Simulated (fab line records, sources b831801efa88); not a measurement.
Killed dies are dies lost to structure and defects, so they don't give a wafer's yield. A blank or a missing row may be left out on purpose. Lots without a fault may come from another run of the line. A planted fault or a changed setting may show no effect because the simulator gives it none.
Which tool did it? | flow sky130 | 24 lots, 72 wafers sampled, at 6 steps of a route of 708

WHAT THE GAUGES READ, wafer by wafer
SKY_DNWELL_TW_MEAS_09. Usual: DNWELL_TW 1109, standard deviation 8.
lot  | measured    | on            | DNWELL_TW      | flag
L074 | day 3 06:52 | film_metro-04 | 1102 1099 1097 |
L075 | day 3 08:46 | film_metro-04 | 1103 1111 1105 |
L076 | day 3 16:37 | film_metro-04 | 1102 1095 1096 |
L077 | day 3 20:46 | film_metro-01 | 1119 1123 1116 |
L078 | day 4 02:46 | film_metro-04 | 1110 1112 1104 |
L079 | day 4 07:34 | film_metro-04 | 1108 1106 1104 |
L080 | day 4 18:14 | film_metro-02 | 1109 1104 1110 |
L081 | day 4 23:40 | film_metro-01 | 1116 1117 1122 |
L082 | day 5 02:16 | film_metro-02 | 1122 1123 1119 |
L083 | day 5 12:25 | film_metro-02 | 1108 1104 1105 |
L084 | day 5 12:07 | film_metro-01 | 1107 1107 1111 |
L085 | day 5 20:10 | film_metro-01 | 1114 1113 1116 |
L086 | day 6 01:01 | film_metro-01 | 1109 1113 1113 |
L087 | day 6 02:46 | film_metro-04 | 1100 1106 1103 |
L088 | day 6 09:13 | film_metro-04 | 1104 1098 1102 |
L089 | day 6 16:55 | film_metro-01 | 1120 1115 1122 |
L090 | day 6 19:46 | film_metro-04 | 1104 1104 1106 |
L091 | day 7 00:43 | film_metro-02 | 1107 1109 1109 |
L092 | day 7 04:22 | film_metro-02 | 1110 1102 1104 |
L093 | day 7 10:44 | film_metro-01 | 1128 1118 1123 |
L094 | day 7 15:13 | film_metro-02 | 1096 1108 1104 |
L095 | day 7 21:49 | film_metro-02 | 1102 1097 1101 |
L096 | day 8 02:52 | film_metro-02 | 1110 1103 1107 |
L097 | day 8 07:01 | film_metro-02 | 1093 1105 1100 |

SKY_SONOS_TUNNEL_CD_MEAS_07: target cd 410 nm. Usual: cd_nm 409.4 nm, standard deviation 2.3.
lot  | measured     | on        | cd_nm (nm)        | flag
L074 | day 11 13:41 | cd_sem-02 | 407.2 408.0 409.4 |
L075 | day 11 16:34 | cd_sem-02 | 409.6 410.6 411.1 |
L076 | day 12 02:13 | cd_sem-02 | 405.2 406.9 406.9 |
L077 | day 12 08:43 | cd_sem-01 | 404.7 407.1 403.8 |
L078 | day 12 18:59 | cd_sem-02 | 414.1 410.5 411.7 |
L079 | day 13 02:16 | cd_sem-01 | 409.7 411.4 412.3 |
L080 | day 13 18:52 | cd_sem-02 | 411.5 410.1 409.1 |
L081 | day 14 01:16 | cd_sem-02 | 411.0 411.8 410.1 |
L082 | day 14 06:55 | cd_sem-02 | 409.9 408.3 408.6 |
L083 | day 15 00:50 | cd_sem-01 | 408.2 409.7 412.1 |
L084 | day 15 00:11 | cd_sem-01 | 408.3 408.5 408.3 |
L085 | day 15 08:41 | cd_sem-02 | 409.0 409.3 410.5 |
L086 | day 15 15:58 | cd_sem-02 | 407.2 407.0 404.9 |
L087 | day 15 17:31 | cd_sem-02 | 405.4 405.9 406.5 |
L088 | day 16 04:49 | cd_sem-02 | 409.2 408.7 410.9 |
L089 | day 16 15:49 | cd_sem-02 | 409.2 410.1 410.4 |
L090 | day 16 19:20 | cd_sem-01 | 408.0 405.9 408.8 |
L091 | day 17 02:28 | cd_sem-01 | 407.6 407.3 409.0 |
L092 | day 17 09:34 | cd_sem-02 | 411.5 410.5 407.9 |
L093 | day 17 18:45 | cd_sem-01 | 412.2 410.4 413.1 |
L094 | day 17 22:43 | cd_sem-02 | 410.3 409.1 409.6 |
L095 | day 18 10:58 | cd_sem-02 | 408.3 406.9 409.7 |
L096 | day 18 16:11 | cd_sem-02 | 411.1 411.7 410.1 |
L097 | day 18 23:52 | cd_sem-01 | 412.6 415.3 414.5 |

SKY_GATE_OXIDE_OVL_MEAS_10. Usual: GATE_OXIDE_OVL -0.5 nm, standard deviation 1.4.
lot  | measured     | on         | GATE_OXIDE_OVL (nm) | flag
L074 | day 14 00:23 | overlay-02 | -1.8 -1.4 -2.6      |
L075 | day 14 05:22 | overlay-01 | 1.3 1.6 2.3         |
L076 | day 14 14:46 | overlay-02 | -2.4 -2.7 -1.4      |
L077 | day 14 19:29 | overlay-02 | -0.6 0.3 -1.7       |
L078 | day 15 09:11 | overlay-02 | -0.5 -0.3 -0.8      |
L079 | day 15 20:22 | overlay-02 | -2.0 -1.8 -1.8      |
L080 | day 16 09:40 | overlay-01 | -1.8 -0.3 -1.4      |
L081 | day 16 19:01 | overlay-01 | -1.2 -0.8 -0.6      |
L082 | day 17 02:04 | overlay-01 | -0.4 0.8 1.4        |
L083 | day 17 20:07 | overlay-02 | 1.3 0.9 2.4         |
L084 | day 17 19:28 | overlay-02 | -1.7 -1.3 -1.9      |
L085 | day 18 02:49 | overlay-01 | -1.8 -0.7 -0.6      |
L086 | day 18 09:22 | overlay-02 | 2.6 0.7 1.2         |
L087 | day 18 09:25 | overlay-01 | -0.6 -1.3 -0.7      |
L088 | day 18 20:40 | overlay-02 | -0.6 -0.7 -0.6      |
L089 | day 19 12:25 | overlay-02 | -2.9 -2.3 -1.4      |
L090 | day 19 16:35 | overlay-02 | 0.5 -0.4 -0.2       |
L091 | day 20 00:25 | overlay-02 | -2.6 -2.1 -0.4      |
L092 | day 20 06:48 | overlay-02 | 1.7 0.5 1.6         |
L093 | day 20 13:43 | overlay-02 | 1.8 0.1 1.4         |
L094 | day 20 22:17 | overlay-02 | -0.8 -1.2 -0.3      |
L095 | day 21 07:41 | overlay-01 | 1.2 0.1 -0.9        |
L096 | day 21 14:43 | overlay-01 | -1.5 1.7 0.9        |
L097 | day 21 21:13 | overlay-01 | 1.0 1.1 1.7         |

SKY_SD_N_CD_MEAS_07: target cd 380 nm. Usual: cd_nm 380.4 nm, standard deviation 2.3.
lot  | measured     | on        | cd_nm (nm)        | flag
L074 | day 28 01:55 | cd_sem-02 | 381.0 381.6 381.5 |
L075 | day 28 08:43 | cd_sem-01 | 380.4 381.2 380.7 |
L076 | day 28 16:12 | cd_sem-01 | 382.8 382.8 381.5 |
L077 | day 28 20:42 | cd_sem-01 | 376.5 379.5 379.7 |
L078 | day 29 11:49 | cd_sem-02 | 378.8 378.7 377.3 |
L079 | day 30 00:05 | cd_sem-01 | 380.7 382.6 380.4 |
L080 | day 30 11:58 | cd_sem-02 | 386.0 381.1 382.7 |
L081 | day 30 20:54 | cd_sem-02 | 378.8 378.9 380.0 |
L082 | day 31 04:42 | cd_sem-01 | 381.0 380.1 379.6 |
L083 | day 31 21:25 | cd_sem-02 | 378.0 376.5 376.0 |
L084 | day 31 19:50 | cd_sem-01 | 381.0 380.0 380.2 |
L085 | day 32 01:52 | cd_sem-01 | 379.6 379.2 378.4 |
L086 | day 32 07:04 | cd_sem-02 | 379.5 379.1 377.7 |
L087 | day 32 08:19 | cd_sem-02 | 384.3 382.6 383.4 |
L088 | day 32 12:50 | cd_sem-01 | 386.3 384.3 381.7 |
L089 | day 33 04:27 | cd_sem-01 | 378.8 381.8 381.5 |
L090 | day 33 10:37 | cd_sem-01 | 381.8 382.0 380.0 |
L091 | day 33 16:17 | cd_sem-02 | 383.1 382.0 382.5 |
L092 | day 34 00:34 | cd_sem-02 | 378.6 378.9 380.2 |
L093 | day 34 02:47 | cd_sem-01 | 382.1 379.3 378.8 |
L094 | day 34 07:27 | cd_sem-02 | 378.6 377.8 376.8 |
L095 | day 34 21:55 | cd_sem-01 | 379.1 378.0 380.0 |
L096 | day 34 23:13 | cd_sem-02 | 377.4 378.8 378.9 |
L097 | day 35 07:59 | cd_sem-01 | 380.9 381.8 381.4 |

WHICH TOOL RAN EACH LOT (tool, then ch and the chambers of the sampled wafers, then the start)
lot  | SKY_FIELD_ISO_ETCH_14             | SKY_GATE_OXIDE_STRIP_13
L074 | rie_diel-02 ch 1,2,3, day 2 07:02 | plasma_asher-01 ch 0, day 14 00:41
L075 | rie_diel-01 ch 0,1, day 2 10:58   | plasma_asher-04 ch 0,1, day 14 05:39
L076 | rie_diel-01 ch 0,2,3, day 2 17:38 | plasma_asher-04 ch 0,1, day 14 15:03
L077 | rie_diel-01 ch 0,1,2, day 2 22:02 | plasma_asher-01 ch 0,1, day 14 19:47
L078 | rie_diel-03 ch 1,2,3, day 3 04:58 | plasma_asher-01 ch 0,1, day 15 09:29
L079 | rie_diel-02 ch 1,2,3, day 3 07:20 | plasma_asher-02 ch 0,1, day 15 20:39
L080 | rie_diel-03 ch 1,2,3, day 3 13:32 | plasma_asher-01 ch 0,1, day 16 09:57
L081 | rie_diel-02 ch 0,1, day 3 17:08   | plasma_asher-01 ch 0,1, day 16 19:18
L082 | rie_diel-01 ch 1,2, day 3 22:13   | plasma_asher-02 ch 0,1, day 17 02:22
L083 | rie_diel-03 ch 2,3, day 4 03:50   | plasma_asher-02 ch 0,1, day 17 20:24
L084 | rie_diel-03 ch 0,2, day 4 08:02   | plasma_asher-01 ch 0,1, day 17 19:44
L085 | rie_diel-01 ch 0,1,3, day 4 15:52 | plasma_asher-04 ch 0,1, day 18 03:06
L086 | rie_diel-03 ch 1,3, day 4 21:26   | plasma_asher-04 ch 0,1, day 18 09:39
L087 | rie_diel-02 ch 0,3, day 5 00:39   | plasma_asher-02 ch 0,1, day 18 09:45
L088 | rie_diel-03 ch 0,1,3, day 5 04:41 | plasma_asher-04 ch 0,1, day 18 20:58
L089 | rie_diel-03 ch 0,1,2, day 5 15:34 | plasma_asher-04 ch 0,1, day 19 12:42
L090 | rie_diel-02 ch 0,1,3, day 5 17:14 | plasma_asher-04 ch 0,1, day 19 16:52
L091 | rie_diel-01 ch 1,2,3, day 5 22:44 | plasma_asher-04 ch 0, day 20 00:41
L092 | rie_diel-01 ch 0,2,3, day 6 02:59 | plasma_asher-01 ch 0,1, day 20 07:07
L093 | rie_diel-02 ch 0,2,3, day 6 09:14 | plasma_asher-02 ch 0,1, day 20 14:02
L094 | rie_diel-03 ch 0,1, day 6 12:50   | plasma_asher-01 ch 0,1, day 20 22:35
L095 | rie_diel-03 ch 0,1, day 6 18:59   | plasma_asher-04 ch 0,1, day 21 07:59
L096 | rie_diel-02 ch 0,1,3, day 6 23:29 | plasma_asher-04 ch 0,1, day 21 15:00
L097 | rie_diel-03 ch 0,1,2, day 7 03:41 | plasma_asher-02 ch 0,1, day 21 21:30
- SKY_FIELD_ISO_ETCH_14: etches BARC in N2/H2, stops on SiO2, time 45.9 s, target depth 60 nm.
- SKY_GATE_OXIDE_STRIP_13: strips in O2/N2.

WHAT THE TOOLS THEMSELVES READ (means of the sampled wafers that have a number; where no wafer has one, the mark that the record gives instead)
SKY_FIELD_ISO_ETCH_14. Usual: drypump_motor_current_A 5.9 A, standard deviation 0.38; oes_product_au 0.855 a.u., standard deviation 0.0051; throttle_valve_pct 13.225 %, standard deviation 0.0097.
lot  | tool        | drypump_motor_current_A (A) | oes_product_au (a.u.) | throttle_valve_pct (%) | flag
L074 | rie_diel-02 | 5.9                         | 0.850                 | 13.218                 |
L075 | rie_diel-01 | 5.9                         | 0.858                 | 13.216                 |
L076 | rie_diel-01 | 5.8                         | 0.854                 | 13.231                 |
L077 | rie_diel-01 | 5.8                         | 0.855                 | 13.219                 |
L078 | rie_diel-03 | 5.9                         | 0.858                 | 13.223                 |
L079 | rie_diel-02 | 5.9                         | 0.858                 | 13.224                 |
L080 | rie_diel-03 | 5.9                         | 0.852                 | 13.223                 |
L081 | rie_diel-02 | 5.7                         | 0.859                 | 13.220                 |
L082 | rie_diel-01 | 6.2                         | 0.859                 | 13.222                 |
L083 | rie_diel-03 | 6.2                         | 0.860                 | 13.219                 |
L084 | rie_diel-03 | 5.8                         | 0.853                 | 13.229                 |
L085 | rie_diel-01 | 5.8                         | 0.848                 | 13.220                 |
L086 | rie_diel-03 | 5.7                         | 0.854                 | 13.220                 |
L087 | rie_diel-02 | 6.0                         | 0.852                 | 13.217                 |
L088 | rie_diel-03 | 5.7                         | 0.855                 | 13.222                 |
L089 | rie_diel-03 | 5.8                         | 0.853                 | 13.221                 |
L090 | rie_diel-02 | 6.0                         | 0.854                 | 13.229                 |
L091 | rie_diel-01 | 6.1                         | 0.853                 | 13.236                 |
L092 | rie_diel-01 | 5.8                         | 0.853                 | 13.230                 |
L093 | rie_diel-02 | 5.9                         | 0.854                 | 13.229                 |
L094 | rie_diel-03 | 5.6                         | 0.855                 | 13.211                 |
L095 | rie_diel-03 | 5.6                         | 0.852                 | 13.229                 |
L096 | rie_diel-02 | 6.0                         | 0.854                 | 13.227                 |
L097 | rie_diel-03 | 5.8                         | 0.861                 | 13.225                 |

SKY_GATE_OXIDE_STRIP_13. Usual: drypump_motor_current_A 6.01 A, standard deviation 0.28; oes_product_au 0.715 a.u., standard deviation 0.0046; strip_time_to_endpoint_s 14.17 s, standard deviation 0.037.
lot  | tool            | drypump_motor_current_A (A) | oes_product_au (a.u.) | strip_time_to_endpoint_s (s) | flag
L074 | plasma_asher-01 | 5.92                        | 0.716                 | 14.18                        |
L075 | plasma_asher-04 | 6.10                        | 0.715                 | 14.20                        |
L076 | plasma_asher-04 | 6.10                        | 0.716                 | 14.14                        |
L077 | plasma_asher-01 | 5.76                        | 0.715                 | 14.18                        |
L078 | plasma_asher-01 | 5.85                        | 0.718                 | 14.19                        |
L079 | plasma_asher-02 | 5.89                        | 0.716                 | 14.19                        |
L080 | plasma_asher-01 | 5.85                        | 0.713                 | 14.24                        |
L081 | plasma_asher-01 | 5.76                        | 0.718                 | 14.19                        |
L082 | plasma_asher-02 | 5.92                        | 0.714                 | 14.10                        |
L083 | plasma_asher-02 | 5.92                        | 0.719                 | 14.20                        |
L084 | plasma_asher-01 | 5.84                        | 0.715                 | 14.18                        |
L085 | plasma_asher-04 | 6.29                        | 0.717                 | 14.23                        |
L086 | plasma_asher-04 | 6.27                        | 0.718                 | 14.16                        |
L087 | plasma_asher-02 | 6.09                        | 0.716                 | 14.18                        |
L088 | plasma_asher-04 | 6.11                        | 0.715                 | 14.15                        |
L089 | plasma_asher-04 | 6.11                        | 0.713                 | 14.20                        |
L090 | plasma_asher-04 | 6.28                        | 0.713                 | 14.21                        |
L091 | plasma_asher-04 | 5.94                        | 0.710                 | 14.12                        |
L092 | plasma_asher-01 | 5.84                        | 0.715                 | 14.13                        |
L093 | plasma_asher-02 | 5.91                        | 0.721                 | 14.19                        |
L094 | plasma_asher-01 | 5.85                        | 0.711                 | 14.15                        |
L095 | plasma_asher-04 | 6.09                        | 0.714                 | 14.16                        |
L096 | plasma_asher-04 | 6.28                        | 0.718                 | 14.16                        |
L097 | plasma_asher-02 | 6.08                        | 0.714                 | 14.16                        |

THE ANSWER, worked out from the rows above alone
Rule: a lot is off if the mean of its wafers that have a number lies more than 3 standard deviations from the usual mean. A lot without any number at a reading at which 4 lots or more have one is off too. The other lots that the step has rows for count as sound. The gauges are gone through in route order, then the tools' own readings, and for those a lot's mean is taken as printed above. The first step at which some lot is off is used, and at that step the reading that is off furthest; a lot without a number counts as furthest.
No lot is off at any reading shown: from this, nothing can be told.

WHAT THE SIMULATOR HAD PUT IN
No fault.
